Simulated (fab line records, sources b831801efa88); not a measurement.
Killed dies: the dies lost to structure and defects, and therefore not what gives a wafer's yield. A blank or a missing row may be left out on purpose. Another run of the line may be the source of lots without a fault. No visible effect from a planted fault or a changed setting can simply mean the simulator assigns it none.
Struck lot and sound lot, side by side / flow sky130 / 12 steps out of a route of 708
Sound: wafers L629.1, L629.4, L629.5. The struck wafers were L639.2, L639.4, L639.5. The cause comes at the end.
At each step with rows: each side's tool, then ch and its chambers, then its first start. Under that, the readings that differ: sound wafers / struck wafers / difference of the means / sigmas: that difference in standard deviations of wafers without a fault.
alike: readings with means less than 2 such deviations apart, plus words and numbers identical on both sides. not compared: withheld readings, readings lacking a value on some wafer, bounds such as >300 that could conceal the same value, and numbers that have no deviation in the record and whose values overlap.
A row with sigmas, a row that says differs or no value, or rows on one side alone: a step with any of these is where the two part. When numbers do not overlap yet have no deviation, they are printed without sigmas and do not part them. A reading that every wafer of one side lacks parts them only if that side has two wafers or more.

SKY_FIELD_ISO_BOW_MEAS_00:
  sound on filmMetro-02 at day 2 16:00; struck on filmMetro-04 at day 4 18:01
  alike: INCOMING_BOW
then, 1 step without rows for these wafers: SKY_FIELD_ISO_OXIDATION_01 (stabilise 600 s, purge 300 s, target thk 12 nm).
SKY_FIELD_ISO_THK_MEAS_02:
  sound on filmMetro-03 at day 2 19:44; struck on filmMetro-04 at day 4 19:38
reading=FIELD_ISO_OXIDATION_00_THK (nm); sound=12.62 12.50 12.53; struck=11.77 11.97 11.82; difference=-0.70; sigmas=-3
then, 1 step without rows for these wafers: SKY_FIELD_ISO_CVD_03 (deposits Si3N4 from DCS/NH3, target thk 165 nm, time 2830 s).
SKY_FIELD_ISO_THK_MEAS_04:
  sound on filmMetro-03 at day 2 21:34; struck on filmMetro-03 at day 4 21:29
  alike: FIELD_ISO_CVD_03_THK
then, 5 steps without rows for these wafers: SKY_FIELD_ISO_DEHYDRATE_05 (time 60 s); SKY_FIELD_ISO_HMDS_06 (prime time 60 s); SKY_FIELD_ISO_COAT_07 (resist thk 60 nm); SKY_FIELD_ISO_COAT_08 (resist thk 450 nm); SKY_FIELD_ISO_SOFTBAKE_09 (time 90 s).
SKY_FIELD_ISO_EXPOSE_10: exposes mask FOM, target cd 150 nm.
  sound on krfScanner-02 ch 0, day 3 05:35; struck on krfScanner-01, day 5 06:24
  no value came back on the struck wafers for exposureDoseMJCm2, focusOffsetNm (nm), na, reticleTempC (C); on the sound wafers exposureDoseMJCm2 reads 28.009 28.025 28.015
  alike: mask
next, for these wafers, 1 step has no rows: SKY_FIELD_ISO_PEB_11.

== WHERE THEY PART ==
At SKY_FIELD_ISO_THK_MEAS_02 first; at SKY_FIELD_ISO_EXPOSE_10 last (within this record only).

WHY: whatever the simulator had introduced
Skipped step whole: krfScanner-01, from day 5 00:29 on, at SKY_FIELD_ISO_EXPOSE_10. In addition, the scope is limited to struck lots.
